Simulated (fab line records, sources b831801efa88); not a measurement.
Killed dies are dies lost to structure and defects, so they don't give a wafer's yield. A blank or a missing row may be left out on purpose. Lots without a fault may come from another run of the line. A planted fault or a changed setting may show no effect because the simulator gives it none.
fab line records | flow sky130
record lots=15 wafers=45 last_day=50
route steps=708 shown SONOS_ONO@170 PAD_OPEN@708
lots that met no fault: from a run of the same line without faults
start_h: hours from the record's first day to the start of the lot's first wafer shown | wait_h: hours since the lot's step before | " the same as in the row above | L1.1+2: a row that stands for several wafers | - no value, or no start given | * or withheld: withheld | < > ~ a bound
route shown NAME@n: a module of which the file shows steps, and the number in the route of the first | usual: mean/standard deviation of fault-free wafers | same: alike in all rows | chamber/n: place in a boat | sites: the reading at each site | _std_site: their standard deviation | _edge_site: outer sites' mean less inner sites' | radius_mm: how far each site lies from the wafer's centre | mask NAME#n: copy n | behind: the tool/chamber that last shaped the wafer | hold: why the lot was held/for how many hours/how that ended | device: the transistor (n, p or np) that didn't switch | end of line: the same wafers' tests at the end of the route | a step without rows: its recipe alone | killed: dies lost to structure and defects at the first sort, not the wafer's yield | map: a wafer's dies, x killed, . not, _ none there
set.NAME: the setting as run; set.NAME@STEP: as run at that earlier step | model.NAME: the simulator's own value behind a step, which no gauge read
steps of the route over a sample of lots; a table a step, a row a wafer
services: from which hour (start_h, from the record's first day; less than 0 if before it) a tool's chamber was out of use, for how many hours, and why
## steps
# step SKY_SONOS_ONO_CVD_02
# recipe material=Si3N4 precursor=DCS/NH3 target_thk_nm=10.5 temp_c=770 time_s=180 pressure_mtorr=250
# usual spike_tc_lower_C=771.5/1.3 susceptor_temp_C=770.1/0.33
# columns lot.wafer tool chamber start_h wait_h spike_tc_lower_C susceptor_temp_C
L841.1 lpcvd-02 0 247.55 0.1 770.3 770.6
L841.4 " 0 " " 771.5 770.5
L841.6 " 0 " " 772.0 770.3
L842.1 lpcvd-02 0 256.68 0.1 773.5 769.7
L842.3 " 0 " " 771.1 769.5
L842.4 " 0 " " 772.6 770.0
L843.2 lpcvd-02 0 269.78 1.6 773.0 769.8
L843.5 " 0 " " 772.7 769.4
L843.6 " 0 " " 772.2 769.6
L845.1 lpcvd-02 1 276.45 0.1 768.4 770.2
L845.3 " 1 " " 770.3 770.1
L845.5 " 1 " " 768.6 770.6
L846.2 lpcvd-02 1 287.06 2.6 772.4 770.6
L846.3 " 1 " " 770.5 770.3
L846.4 " 1 " " 770.5 770.3
L847.1 lpcvd-02 1 296.12 1.3 770.5 769.5
L847.2 " 1 " " 770.6 770.0
L847.5 " 1 " " 771.6 770.0
L848.2 lpcvd-02 0 299.45 0.0 772.5 769.9
L848.4 " 0 " " 774.4 769.9
L848.5 " 0 " " 771.7 769.9
L849.2 lpcvd-02 0 310.54 1.3 771.3 769.3
L849.4 " 0 " " 771.9 769.5
L849.6 " 0 " " 772.7 769.7
L850.3 lpcvd-02 1 322.62 0.0 771.1 769.9
L850.5 " 1 " " 770.1 769.6
L850.6 " 1 " " 770.3 770.2
L851.1 lpcvd-02 1 331.14 0.3 769.6 770.3
L851.2 " 1 " " 769.5 770.4
L851.5 " 1 " " 770.4 770.2
L852.1 lpcvd-02 0 343.15 1.2 772.4 769.8
L852.3 " 0 " " 771.8 770.4
L852.6 " 0 " " 772.4 770.5
L860.1 lpcvd-02 1 404.98 0.1 770.4 770.5
L860.2 " 1 " " 770.2 770.8
L860.5 " 1 " " 769.0 770.4
L861.3 lpcvd-02 0 414.74 0.0 771.1 770.6
L861.5 " 0 " " 771.5 770.2
L861.6 " 0 " " 772.2 770.5
L862.1 lpcvd-02 0 424.71 2.1 771.8 770.3
L862.3 " 0 " " 771.5 769.7
L862.6 " 0 " " 770.3 770.4
L863.1 lpcvd-02 0 440.69 0.1 771.3 770.1
L863.2 " 0 " " 772.6 769.6
L863.4 " 0 " " 771.7 769.6
# step SKY_PAD_OPEN_PROBE_99
# usual killed_at_M0_to_M3=44/7.2 killed_at_M4_up=3.4/2.1 killed_at_contacts=24/5.5 killed_at_front_end=15/4.6 killed_at_other=0.4/0.64 killed_dies=86/9.1 killed_open=47/7.5 killed_short=39/5.8
# same gross_dies=492 killed_at_back_side=0
# columns lot.wafer tool chamber start_h wait_h killed_at_M0_to_M3 killed_at_M4_up killed_at_contacts killed_at_front_end killed_at_other killed_dies killed_open killed_short
L850.3 prober-02 - 1128.86 0.2 41 6 33 81 0 161 53 43
L850.5 prober-02 - 1128.96 0.2 34 6 32 82 1 155 55 34
L850.6 prober-02 - 1129.01 0.2 53 2 20 73 2 150 45 37
L851.1 prober-01 - 1135.86 0.1 39 6 22 74 0 141 36 40
L851.2 prober-01 - 1135.91 0.1 41 3 17 80 0 141 42 36
L851.5 prober-01 - 1136.06 0.2 36 7 27 70 0 140 40 37
L852.1 prober-02 - 1144.22 0.1 36 3 15 74 0 128 34 32
L852.3 prober-02 - 1144.32 0.2 38 2 21 75 1 137 39 30
L852.6 prober-02 - 1144.47 0.2 41 2 19 77 0 139 36 40
# killed by level:class
L850.3 SONOS_ONO:unspecified=65 VIA1:geometric_particle:open=15 CONTACT:geometric_particle:open=13 CONTACT:geometric_particle:short=9 VIA1:geometric_particle:short=8 VIA2:geometric_particle:open=6 VIA3:geometric_particle:open=4 POLY_GATE:geometric_particle:short=4
L850.5 SONOS_ONO:unspecified=65 CONTACT:geometric_particle:open=16 VIA1:geometric_particle:open=11 VIA3:geometric_particle:open=8 CONTACT:geometric_particle:short=7 SPACER:geometric_particle:open=6 LOCAL_INTERCONNECT:geometric_particle:short=5 METAL4:geometric_particle:short=5
L850.6 SONOS_ONO:unspecified=67 VIA1:geometric_particle:open=14 CONTACT:geometric_particle:open=7 VIA3:geometric_particle:short=7 VIA3:geometric_particle:open=6 LI_CONTACT:geometric_particle:open=6 VIA1:geometric_particle:short=6 METAL2:geometric_particle:short=5
L851.1 SONOS_ONO:unspecified=65 VIA1:geometric_particle:open=10 CONTACT:geometric_particle:open=9 CONTACT:geometric_particle:short=5 METAL1:geometric_particle:short=5 VIA3:geometric_particle:short=4 VIA2:geometric_particle:open=4 METAL4:geometric_particle:short=4
L851.2 SONOS_ONO:unspecified=63 VIA1:geometric_particle:open=9 VIA3:geometric_particle:short=7 CONTACT:geometric_particle:open=6 METAL2:geometric_particle:short=6 VIA3:geometric_particle:open=4 POLY_GATE:geometric_particle:open=4 POLY_GATE:geometric_particle:short=4
L851.5 SONOS_ONO:unspecified=63 CONTACT:geometric_particle:open=11 VIA1:geometric_particle:open=7 METAL3:geometric_particle:short=6 LI_CONTACT:geometric_particle:open=6 METAL2:geometric_particle:short=5 CONTACT:geometric_particle:short=5 VIA2:geometric_particle:open=5
L852.1 SONOS_ONO:unspecified=62 VIA3:geometric_particle:open=9 LI_CONTACT:geometric_particle:open=6 CONTACT:geometric_particle:short=5 VIA2:geometric_particle:open=5 POLY_GATE:geometric_particle:short=4 VIA1:geometric_particle:open=4 POLY_GATE:geometric_particle:open=3
L852.3 SONOS_ONO:unspecified=68 VIA1:geometric_particle:open=11 LI_CONTACT:geometric_particle:open=8 VIA3:geometric_particle:open=6 CONTACT:geometric_particle:open=5 METAL1:geometric_particle:short=5 VIA1:geometric_particle:short=4 FIELD_ISO:geometric_particle:short=3
L852.6 SONOS_ONO:unspecified=63 VIA1:geometric_particle:open=9 METAL1:geometric_particle:short=9 VIA2:geometric_particle:open=7 LI_CONTACT:geometric_particle:open=6 FIELD_ISO:geometric_particle:open=5 LI_CONTACT:geometric_particle:short=5 METAL3:geometric_particle:short=4
## services
# columns tool chamber start_h hours kind
lpcvd-02 - 354.20 2.8 repair
## key
first_sign step=SKY_PAD_OPEN_PROBE_99 reading=killed_at_front_end direction=up sigmas=13 usual=15 struck=76
effect step=SKY_PAD_OPEN_PROBE_99 reading=killed_dies direction=up sigmas=6.3 usual=86 struck=144
met_at SKY_SONOS_ONO_CVD_02
struck_lots L850,L851,L852
tester_left_out L850,L851,L852
onset_between 310.54 322.62
fault kind=chamber_particle_source tool=lpcvd-02 chamber=- onset_h=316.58 steps=SKY_SONOS_ONO_CVD_02 rate_per_visit_cm2=1.7365 end_h=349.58
# tester_left_out: of these lots the tester's yield and bins aren't shown, on N5 and GAA mostly nor the transistor test; their killed dies are dies lost to structure and defects alone, not to doping, threshold or leakage, so they don't give the yield
